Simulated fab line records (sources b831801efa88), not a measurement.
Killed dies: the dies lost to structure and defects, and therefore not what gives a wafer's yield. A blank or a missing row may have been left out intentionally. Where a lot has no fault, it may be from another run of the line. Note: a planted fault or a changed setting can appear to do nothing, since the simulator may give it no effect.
A struck lot beside a sound one -- flow sky130 -- 25 steps out of a route of 708
Sound: the wafers L427.1, L427.2, L427.3. Wafers struck: L429.1, L429.3, L429.6. The cause comes at the end.
Order at every step that has rows: each side's tool, ch and its chambers, its first start. Under that, the readings that differ: sound wafers -- struck wafers -- difference of the means -- sigmas: that difference in standard deviations of wafers without a fault.
alike: a reading whose means differ by less than 2 such deviations, as well as words and numbers matching on both sides. not compared: withheld readings; readings where some wafer has no value; bounds like >300 that might hide an equal value; numbers whose values overlap and for which the record gives no deviation.
The two part at a step that has a row with sigmas, a row that says differs or no value, or rows on one side only. Non-overlapping numbers with no deviation appear without sigmas and do not part them. A reading missing from all wafers of one side parts the sides only when that side holds two or more wafers.

first, 1 step without rows for these wafers: SKY_VIA2_SPUTTER_20 (material TiN, target thk 20 nm, time 80 s).
SKY_VIA2_CVD_21: deposits W, target thk 420 nm, time 126.4 s.
  sound on cvd_w-02 ch 0,1, day 38 22:11; struck on cvd_w-01 ch 0,1, day 39 07:39
  alike: heater_power_w, susceptor_temp_C
SKY_VIA2_RS_MEAS_22: the measuring method here is four-point-probe.
  struck on film_metro-04, day 39 07:47; sound on film_metro-03, day 38 22:19
  alike: VIA2_W_RS
SKY_VIA2_THK_MEAS_23: measures by xrf.
  struck on film_metro-04, day 39 07:54; sound on film_metro-03, day 38 22:26
  alike: VIA2_W_THK
SKY_VIA2_CMP_24: polishes, stops on SiO2, t overpolish 20 s, target thk 0 nm.
  sound on cmp-01 ch 0,1,2, day 38 22:29; struck on cmp-01 ch 1,2, day 39 08:01
  alike: motor_current_A, overpolish_run_s, retaining_ring_pressure_frac, time_to_endpoint_s
then, 3 steps without rows for these wafers: SKY_METAL3_SPUTTER_00 (material Ti, target thk 15 nm, time 10 s); SKY_METAL3_SPUTTER_01 (material TiN, target thk 20 nm, time 16.7 s); SKY_METAL3_SPUTTER_02 (material AlCu, target thk 735 nm, time 39.1 s).
SKY_METAL3_SPUTTER_03: material Ti, target thk 5 nm, time 3.3 s.
  struck on pvd_sputter-04, day 39 08:21; sound on pvd_sputter-04, day 38 22:52
  alike: cathode_dc_power_W, chamber_pressure_pa, throttle_valve_pct
then, 1 step without rows for these wafers: SKY_METAL3_SPUTTER_04 (material TiN, target thk 70 nm, time 58.3 s).
SKY_CAPM_CVD_00: deposits SiO2, target thk 15.5 nm.
  sound on pecvd-03 ch 0,1,2, day 38 22:56; struck on pecvd-04 ch 0,1,2, day 39 08:25
  alike: heater_power_w, susceptor_temp_C
SKY_CAPM_THK_MEAS_01:
  struck on film_metro-04, day 39 08:26; sound on film_metro-04, day 38 22:58
  alike: CAPM_CVD_00_THK
SKY_CAPM_SPUTTER_02: material TiN, target thk 200 nm, time 166.7 s.
  struck on pvd_sputter-03, day 39 08:30; sound on pvd_sputter-03, day 38 23:01
  no value came back on the struck wafers for cathode_dc_power_W (W), chamber_pressure_pa (Pa), susceptor_temp_C (C), throttle_valve_pct (%); on the sound wafers cathode_dc_power_W (W) reads 6499.0 6500.6 6499.9
SKY_CAPM_RS_MEAS_03: the measuring method here is four-point-probe.
  struck on film_metro-01, day 39 08:36; sound on film_metro-02, day 38 23:08
reading,sound,struck,difference,sigmas
CAPM_TIN_RS (ohm/sq),6.97 6.94 6.88,- - -,no value on the struck wafers,
SKY_CAPM_THK_MEAS_04: measures by xrf.
  struck on film_metro-01, day 39 08:43; sound on film_metro-02, day 38 23:15
reading,sound,struck,difference,sigmas
CAPM_TIN_THK (nm),201.6 202.2 203.0,<0.0 <0.0 <0.0,differs,
then, 7 steps without rows for these wafers: SKY_CAPM_DEHYDRATE_05 (time 60 s); SKY_CAPM_HMDS_06 (prime time 60 s); SKY_CAPM_COAT_07 (resist thk 1140 nm); SKY_CAPM_SOFTBAKE_08 (time 60 s); SKY_CAPM_EXPOSE_09 (exposes mask CAPM, target cd 1000 nm); SKY_CAPM_PEB_10; SKY_CAPM_DEVELOP_11 (develop time 60 s).
SKY_CAPM_OVL_MEAS_12:
  struck on overlay-02, day 40 09:19; sound on overlay-01, day 40 00:01
  alike: CAPM_OVL
SKY_CAPM_METAL_ETCH_13: etches TiN in Cl2/BCl3, stops on SiO2, target depth 220 nm, time 62.9 s.
  sound on rie_metal-04 ch 0,1, day 40 00:02; struck on rie_metal-02 ch 0,1, day 40 09:21
reading,sound,struck,difference,sigmas
oes_product_au (a.u.),0.940 0.933 0.948,0.373 0.381 0.372,-0.565,-76
throttle_valve_pct (%),21.900 21.914 21.917,22.269 22.260 22.260,+0.353,+35
  alike: bias_w, drypump_motor_current_A
  not compared: rf_hours_counter_h
SKY_CAPM_STRIP_14: strips in O2/N2.
  sound on plasma_asher-03 ch 0,1, day 40 00:07; struck on plasma_asher-03 ch 0,1, day 40 09:26
  alike: drypump_motor_current_A, oes_product_au, strip_time_to_endpoint_s
  not compared: rf_hours_counter_h

## WHERE THEY PART
At SKY_CAPM_SPUTTER_02 first; at SKY_CAPM_METAL_ETCH_13 last (within this record only). Later steps at which nothing parts them and some readings are alike: SKY_CAPM_STRIP_14.

WHY: whatever the simulator had introduced
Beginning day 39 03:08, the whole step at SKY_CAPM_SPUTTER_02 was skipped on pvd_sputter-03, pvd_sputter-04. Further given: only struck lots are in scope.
